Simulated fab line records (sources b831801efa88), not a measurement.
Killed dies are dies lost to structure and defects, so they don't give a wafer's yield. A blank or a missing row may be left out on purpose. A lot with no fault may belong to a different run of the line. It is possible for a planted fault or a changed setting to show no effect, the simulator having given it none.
Comparing a struck lot with a sound one / flow sky130 / 15 steps out of a route of 708
Sound: wafers L296.1, L296.4, L296.6. Wafers L310.3, L310.4, L310.6 were the ones struck. Last of all comes the cause.
Each step with rows lists, per side, the tool, then ch with its chambers, then its first start. Under that, the readings that differ: sound wafers / struck wafers / difference of the means / sigmas: that difference in standard deviations of wafers without a fault.
alike: same words and numbers on both sides, and readings whose means sit less than 2 such deviations apart. not compared: any withheld reading, any reading some wafer has no value for, any bound like >300 that may hide the same value, and any number with overlapping values for which the record gives no deviation.
A row with sigmas, a row that says differs or no value, or rows on one side alone: a step with any of these is where the two part. When numbers do not overlap yet have no deviation, they are printed without sigmas and do not part them. A reading that every wafer of one side lacks parts them only if that side has two wafers or more.

first, 1 step without rows for these wafers: SKY_VIA4_HDPCVD_00 (deposits SiO2, target thk 1750 nm, time 291.7 s).
SKY_VIA4_THK_MEAS_01:
  struck on filmMetro-01, day 47 05:05; sound on filmMetro-04, day 43 12:42
  alike: VIA4_HDPCVD_THK
SKY_VIA4_CMP_02: polishes SiO2.
  sound on cmp-01 ch 0,1, day 43 13:14; struck on cmp-02 ch 1,2,3, day 47 05:17
  alike: motorCurrentA
SKY_VIA4_BOW_MEAS_03:
  struck on filmMetro-01, day 47 05:38; sound on filmMetro-01, day 43 13:32
  alike: VIA4_BOW
then, 7 steps without rows for these wafers: SKY_VIA4_DEHYDRATE_04 (time 60 s); SKY_VIA4_HMDS_05 (prime time 60 s); SKY_VIA4_COAT_06 (resist thk 1140 nm); SKY_VIA4_SOFTBAKE_07 (time 60 s); SKY_VIA4_EXPOSE_08 (exposes mask VIM4, target cd 800 nm); SKY_VIA4_PEB_09; SKY_VIA4_DEVELOP_10 (develop time 60 s).
SKY_VIA4_OVL_MEAS_11:
  struck on overlay-01, day 48 01:41; sound on overlay-02, day 44 11:53
  alike: VIA4_OVL
SKY_VIA4_ETCH_12: etches SiO2 in C4F8/O2/Ar, stops on TiN, target depth 580 nm.
  sound on rieDiel-04 ch 1,2,3, day 44 11:55; struck on rieDiel-01 ch 0,1,3, day 48 01:43
  no value came back on the struck wafers for biasW (W), chamberPressureMTorr (mTorr), oesProductAu (a.u.); on the sound wafers biasW (W) reads 1198 1199 1199
reading=model.NOVOLAK_of_VIA4_COAT_06.thkNm (nm); sound=1009 1009 1008; struck=1140 1142 1140; difference=+132; sigmas=
SKY_VIA4_STRIP_13: strips in O2/N2.
  sound on plasmaAsher-02 ch 0,1, day 44 12:00; struck on plasmaAsher-02 ch 0,1, day 48 01:49
reading=stripTimeToEndpointS (s); sound=12.773 12.774 12.748; struck=14.172 14.210 14.184; difference=+1.424; sigmas=+51
  alike: drypumpMotorCurrentA, n2FlowSccm, oesProductAu
  not compared: rfHoursCounterH
then, 1 step without rows for these wafers: SKY_VIA4_STRIP_14 (strips in post etch residue remover, time 1200 s).

WHERE THEY PART
Earliest at SKY_VIA4_ETCH_12; latest, in this record, at SKY_VIA4_STRIP_13.

WHY: the cause the simulator had injected
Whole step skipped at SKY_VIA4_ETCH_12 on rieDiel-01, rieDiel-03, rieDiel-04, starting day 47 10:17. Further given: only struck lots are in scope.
